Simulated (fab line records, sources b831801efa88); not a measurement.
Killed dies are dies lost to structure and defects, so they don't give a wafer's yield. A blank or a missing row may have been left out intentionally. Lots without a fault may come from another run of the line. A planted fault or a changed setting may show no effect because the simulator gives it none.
fab line records -- flow gf180mcu
record: lots: 14, wafers: 41, last_day: 34
route steps=602 shown STI@13 NSD@245 MIM@512 PASSIVATION@601
lots that met no fault: from a run of the same line without faults
start_h: the number of hours between the record's first day and the start of the first shown wafer of the lot -- wait_h: hours elapsed since this lot's preceding step -- " identical to the entry in the row above -- L1.1+2: one row covering several wafers at once -- - no value, or no start was given -- * or withheld: withheld -- < > ~ a bound
route shown NAME@n: NAME is a module with steps in the file, n the number in the route of the first one -- usual: mean and standard deviation over wafers with no fault -- same: alike in all rows -- chamber/n: place in a boat -- sites: per-site readings -- _std_site: the standard deviation of these -- _edge_site: mean of outer sites minus mean of inner sites -- radius_mm: for every site, how far away it sits from the centre of the wafer -- mask NAME#n: copy n -- behind: the most recent tool/chamber to have shaped the wafer -- hold: why the lot was held/for how many hours/how that ended -- device: names the non-switching transistor (n, p or np) -- end of line: the tests these same wafers got at the end of their route -- a step without rows: its recipe alone -- killed: count of dies lost to structure and defects at first sort (not the wafer's yield) -- map: dies across one wafer; x = killed, . = not, _ = none there
set.NAME: the setting the step ran with; set.NAME@STEP: the setting that earlier step ran with -- model.NAME: the simulator's own value behind a step, which no gauge read
one table for each step of the route and one row for each wafer, over a sample of lots
services: when a tool's chamber went out of use (start_h, in hours from the record's first day, below 0 if earlier), for how many hours, and the reason
== steps ==
step: GF_STI_CD_MEAS_12
recipe: target_cd_nm: 220
usual: cd_nm: 219.7/1.1
lot.wafer,tool,chamber,start_h,wait_h,cd_nm
L177.1,cd_sem-02,-,26.03,0.1,219.5
L177.2,cd_sem-02,-,26.03,0.1,219.2
L177.3,cd_sem-02,-,26.03,0.1,218.7
L178.1,cd_sem-01,-,30.41,0.1,219.2
L178.2,cd_sem-01,-,30.41,0.1,219.2
L178.6,cd_sem-01,-,30.41,0.1,220.9
L179.1,cd_sem-01,-,36.66,0.1,219.6
L179.2,cd_sem-01,-,36.66,0.1,220.0
L179.4,cd_sem-01,-,36.66,0.1,218.7
L180.1,cd_sem-02,-,40.73,0.1,218.6
L180.3,cd_sem-02,-,40.73,0.1,219.3
L180.6,cd_sem-02,-,40.73,0.1,219.6
L181.1,cd_sem-01,-,46.25,0.2,220.6
L181.3,cd_sem-01,-,46.25,0.2,219.8
L181.6,cd_sem-01,-,46.25,0.2,221.0
L182.1,cd_sem-01,-,50.55,0.2,220.0
L182.4,cd_sem-01,-,50.55,0.2,221.0
L182.5,cd_sem-01,-,50.55,0.2,218.9
L185.2,cd_sem-01,-,66.27,0.1,218.3
L185.3,cd_sem-01,-,66.27,0.1,220.1
L185.5,cd_sem-01,-,66.27,0.1,219.1
L186.1,cd_sem-02,-,71.70,0.1,220.4
L186.3,cd_sem-02,-,71.70,0.1,220.6
L186.5,cd_sem-02,-,71.70,0.1,220.6
L187.2,cd_sem-01,-,76.70,0.1,221.7
L187.3,cd_sem-01,-,76.70,0.1,221.3
L187.4,cd_sem-01,-,76.70,0.1,220.3
L189.2,cd_sem-02,-,86.83,0.1,219.8
L189.5,cd_sem-02,-,86.83,0.1,220.2
L189.6,cd_sem-02,-,86.83,0.1,221.2
L190.2,cd_sem-02,-,92.08,0.1,220.2
L190.5,cd_sem-02,-,92.08,0.1,219.3
L198.1,cd_sem-02,-,133.45,0.1,222.0
L198.4,cd_sem-02,-,133.45,0.1,221.1
L198.5,cd_sem-02,-,133.45,0.1,222.6
L199.3,cd_sem-01,-,139.22,0.1,221.7
L199.4,cd_sem-01,-,139.22,0.1,221.3
L199.5,cd_sem-01,-,139.22,0.1,220.4
L200.1,cd_sem-01,-,144.01,0.1,218.1
L200.4,cd_sem-01,-,144.01,0.1,218.4
L200.5,cd_sem-01,-,144.01,0.1,217.9
step: GF_NSD_IMPLANT_10
recipe: species: P, energy_kev: 40, dose_cm2: 5e+14, tilt_deg: 7
lot.wafer,tool,chamber,start_h,wait_h
L177.1+2+3,implanter-03,0,295.27,0.1
L178.1+2+6,implanter-03,0,304.46,0.1
L179.1+2+4,implanter-02,0,311.46,0.1
L180.1+3+6,implanter-02,0,320.34,0.1
L181.1+3+6,implanter-01,0,324.69,0.1
L182.1+4+5,implanter-03,0,331.61,0.1
L185.2+3+5,implanter-01,0,357.18,0.1
L186.1+3+5,implanter-01,0,366.86,0.1
L187.2+3+4,implanter-03,0,374.61,0.1
L189.2+5+6,implanter-01,0,385.99,0.1
L190.2+5,implanter-01,0,395.24,0.1
L198.1+4+5,implanter-03,0,476.56,0.1
L200.1+4+5,implanter-03,0,486.25,0.1
L199.3+4+5,implanter-01,0,489.45,0.1
step: GF_PSD_RS_MEAS_14
recipe: thk_meas_gauge: four-point-probe
usual: NSD_RS: 46.16/0.097
lot.wafer,tool,chamber,start_h,wait_h,NSD_RS[ohm/sq]
L177.1,film_metro-04,-,316.24,0.1,46.13
L177.2,film_metro-04,-,316.24,0.1,46.29
L177.3,film_metro-04,-,316.24,0.1,46.24
L178.1,film_metro-01,-,325.58,0.1,46.24
L178.2,film_metro-01,-,325.58,0.1,46.25
L178.6,film_metro-01,-,325.58,0.1,46.17
L179.1,film_metro-01,-,333.12,0.2,46.15
L179.2,film_metro-01,-,333.12,0.2,46.33
L179.4,film_metro-01,-,333.12,0.2,46.21
L180.1,film_metro-01,-,342.20,0.1,46.10
L180.3,film_metro-01,-,342.20,0.1,46.24
L180.6,film_metro-01,-,342.20,0.1,46.14
L181.1,film_metro-04,-,347.13,0.1,46.00
L181.3,film_metro-04,-,347.13,0.1,46.05
L181.6,film_metro-04,-,347.13,0.1,46.05
L182.1,film_metro-02,-,353.43,0.1,46.19
L182.4,film_metro-02,-,353.43,0.1,46.35
L182.5,film_metro-02,-,353.43,0.1,46.15
L185.2,film_metro-01,-,380.20,0.1,46.28
L185.3,film_metro-01,-,380.20,0.1,46.16
L185.5,film_metro-01,-,380.20,0.1,46.09
L186.1,film_metro-01,-,388.76,0.1,46.16
L186.3,film_metro-01,-,388.76,0.1,46.24
L186.5,film_metro-01,-,388.76,0.1,46.20
L187.2,film_metro-01,-,397.83,0.1,46.17
L187.3,film_metro-01,-,397.83,0.1,46.12
L187.4,film_metro-01,-,397.83,0.1,46.14
L189.2,film_metro-04,-,409.38,0.1,46.12
L189.5,film_metro-04,-,409.38,0.1,47.00
L189.6,film_metro-04,-,409.38,0.1,47.00
L190.2,film_metro-04,-,419.64,0.1,46.13
L190.5,film_metro-04,-,419.64,0.1,46.94
L198.1,film_metro-01,-,501.37,0.1,46.18
L198.4,film_metro-01,-,501.37,0.1,46.27
L198.5,film_metro-01,-,501.37,0.1,46.24
L200.1,film_metro-02,-,510.96,0.1,45.94
L200.4,film_metro-02,-,510.96,0.1,45.96
L200.5,film_metro-02,-,510.96,0.1,46.10
L199.3,film_metro-01,-,513.32,0.1,46.27
L199.4,film_metro-01,-,513.32,0.1,46.23
L199.5,film_metro-01,-,513.32,0.1,46.22
step: GF_MIM_SPUTTER_09
recipe: material: TiN, target_thk_nm: 35, power_w: 6500, time_s: 29.2, chamber_pressure_pa: 0.4
usual: throttle_valve_pct: 30.0/0.99
lot.wafer,tool,chamber,start_h,wait_h,throttle_valve_pct
L177.1,pvd_sputter-02,-,557.94,0.0,30.5
L177.2,pvd_sputter-02,-,557.94,0.0,30.9
L177.3,pvd_sputter-02,-,557.94,0.0,29.1
L178.1,pvd_sputter-04,-,570.73,0.0,30.2
L178.2,pvd_sputter-04,-,570.73,0.0,28.8
L178.6,pvd_sputter-04,-,570.73,0.0,28.7
L179.1,pvd_sputter-04,-,578.76,0.0,30.5
L179.2,pvd_sputter-04,-,578.76,0.0,29.6
L179.4,pvd_sputter-04,-,578.76,0.0,30.0
L180.1,pvd_sputter-03,-,587.13,0.0,30.7
L180.3,pvd_sputter-03,-,587.13,0.0,28.4
L180.6,pvd_sputter-03,-,587.13,0.0,30.7
L181.1,pvd_sputter-04,-,590.07,0.0,29.3
L181.3,pvd_sputter-04,-,590.07,0.0,30.4
L181.6,pvd_sputter-04,-,590.07,0.0,29.4
L182.1,pvd_sputter-03,-,598.34,0.0,32.0
L182.4,pvd_sputter-03,-,598.34,0.0,30.7
L182.5,pvd_sputter-03,-,598.34,0.0,32.1
L185.2,pvd_sputter-02,-,626.86,0.0,28.9
L185.3,pvd_sputter-02,-,626.86,0.0,31.1
L185.5,pvd_sputter-02,-,626.86,0.0,30.6
L186.1,pvd_sputter-04,-,632.21,0.0,30.5
L186.3,pvd_sputter-04,-,632.21,0.0,29.8
L186.5,pvd_sputter-04,-,632.21,0.0,28.6
L187.2,pvd_sputter-04,-,641.36,0.0,28.8
L187.3,pvd_sputter-04,-,641.36,0.0,29.6
L187.4,pvd_sputter-04,-,641.36,0.0,30.2
L189.2,pvd_sputter-04,-,647.81,0.0,29.3
L189.5,pvd_sputter-04,-,647.81,0.0,30.4
L189.6,pvd_sputter-04,-,647.81,0.0,29.6
L190.2,pvd_sputter-02,-,659.12,0.0,30.3
L190.5,pvd_sputter-02,-,659.12,0.0,31.3
L198.1,pvd_sputter-03,-,721.25,0.0,28.8
L198.4,pvd_sputter-03,-,721.25,0.0,32.0
L198.5,pvd_sputter-03,-,721.25,0.0,28.9
L200.1,pvd_sputter-04,-,731.20,0.0,28.7
L200.4,pvd_sputter-04,-,731.20,0.0,30.0
L200.5,pvd_sputter-04,-,731.20,0.0,28.9
L199.3,pvd_sputter-02,-,734.80,0.0,28.9
L199.4,pvd_sputter-02,-,734.80,0.0,31.4
L199.5,pvd_sputter-02,-,734.80,0.0,30.8
step: GF_PASSIVATION_BOW_MEAS_14
recipe: mode: bow
usual: PASSIVATION_BOW: 136/10
lot.wafer,tool,chamber,start_h,wait_h,PASSIVATION_BOW[um]
L177.1,film_metro-03,-,667.84,0.0,139
L177.2,film_metro-03,-,667.84,0.0,145
L177.3,film_metro-03,-,667.84,0.0,161
L178.1,film_metro-02,-,680.64,0.1,135
L178.2,film_metro-02,-,680.64,0.1,131
L178.6,film_metro-02,-,680.64,0.1,123
L179.1,film_metro-03,-,685.55,0.0,145
L179.2,film_metro-03,-,685.55,0.0,147
L179.4,film_metro-03,-,685.55,0.0,159
L180.1,film_metro-02,-,693.22,0.0,133
L180.3,film_metro-02,-,693.22,0.0,129
L180.6,film_metro-02,-,693.22,0.0,124
L181.1,film_metro-03,-,697.36,0.0,139
L181.3,film_metro-03,-,697.36,0.0,148
L181.6,film_metro-03,-,697.36,0.0,147
L182.1,film_metro-02,-,704.53,0.0,129
L182.4,film_metro-02,-,704.53,0.0,128
L182.5,film_metro-02,-,704.53,0.0,134
L185.2,film_metro-02,-,727.23,0.0,132
L185.3,film_metro-02,-,727.23,0.0,122
L185.5,film_metro-02,-,727.23,0.0,132
L186.1,film_metro-02,-,731.96,0.0,156
L186.3,film_metro-02,-,731.96,0.0,149
L186.5,film_metro-02,-,731.96,0.0,142
L187.2,film_metro-02,-,740.62,0.0,140
L187.3,film_metro-02,-,740.62,0.0,151
L187.4,film_metro-02,-,740.62,0.0,146
L189.2,film_metro-03,-,746.98,0.0,139
L189.5,film_metro-03,-,746.98,0.0,145
L189.6,film_metro-03,-,746.98,0.0,142
L190.2,film_metro-03,-,757.55,0.0,122
L190.5,film_metro-03,-,757.55,0.0,127
L198.1,film_metro-02,-,808.36,0.0,145
L198.4,film_metro-02,-,808.36,0.0,128
L198.5,film_metro-02,-,808.36,0.0,129
L200.1,film_metro-04,-,816.12,0.0,147
L200.4,film_metro-04,-,816.12,0.0,137
L200.5,film_metro-04,-,816.12,0.0,137
L199.3,film_metro-02,-,819.10,0.0,126
L199.4,film_metro-02,-,819.10,0.0,137
L199.5,film_metro-02,-,819.10,0.0,153
== services ==
tool,chamber,start_h,hours,kind
implanter-01,-,290.04,18.7,repair
implanter-01,-,292.64,1.4,repair
implanter-02,-,295.78,2.0,repair
implanter-03,-,306.77,2.6,repair
implanter-02,-,344.73,6.6,pm
implanter-02,-,359.82,2.1,repair
implanter-03,-,386.19,3.3,pm
implanter-01,-,403.27,2.5,pm
pvd_sputter-03,-,407.24,5.0,repair
implanter-01,-,427.80,4.4,repair
pvd_sputter-02,-,427.91,0.9,repair
implanter-03,-,456.59,0.6,repair
pvd_sputter-02,-,463.98,2.9,repair
pvd_sputter-02,-,488.11,0.9,repair
implanter-03,-,500.38,5.4,repair
implanter-01,-,524.02,4.5,repair
pvd_sputter-03,-,536.83,2.3,repair
implanter-01,-,538.47,4.1,repair
implanter-03,-,565.65,4.2,pm
pvd_sputter-03,-,588.24,3.9,repair
pvd_sputter-04,-,592.31,1.6,repair
implanter-01,-,672.33,4.9,pm
pvd_sputter-04,-,705.50,5.8,repair
pvd_sputter-02,-,707.87,1.2,repair
== key ==
first_sign: step: GF_PSD_RS_MEAS_14, reading: NSD_RS, direction: up, sigmas: 8.4, usual: 46.16, struck: 46.98
effect none on later readings
met_at GF_NSD_IMPLANT_10
struck_lots L189,L190
struck_wafers L189.5,L189.6,L190.5
tester_left_out L189,L190
not_acting_at GF_STI_CD_MEAS_12,GF_MIM_SPUTTER_09,GF_PASSIVATION_BOW_MEAS_14
onset_between 366.86 385.99
fault: kind: process_parameter_drift, tool: implanter-01, chamber: -, onset_h: 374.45, steps: GF_NSD_IMPLANT_10, channel: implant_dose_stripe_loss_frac, offset: 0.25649, shape: step, end_h: 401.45, scope: struck_wafers_only
tester_left_out: of these lots the tester's yield and bins aren't shown, on N5 and GAA mostly nor the transistor test; their killed dies are dies lost to structure and defects alone, not to doping, threshold or leakage, so they don't give the yield
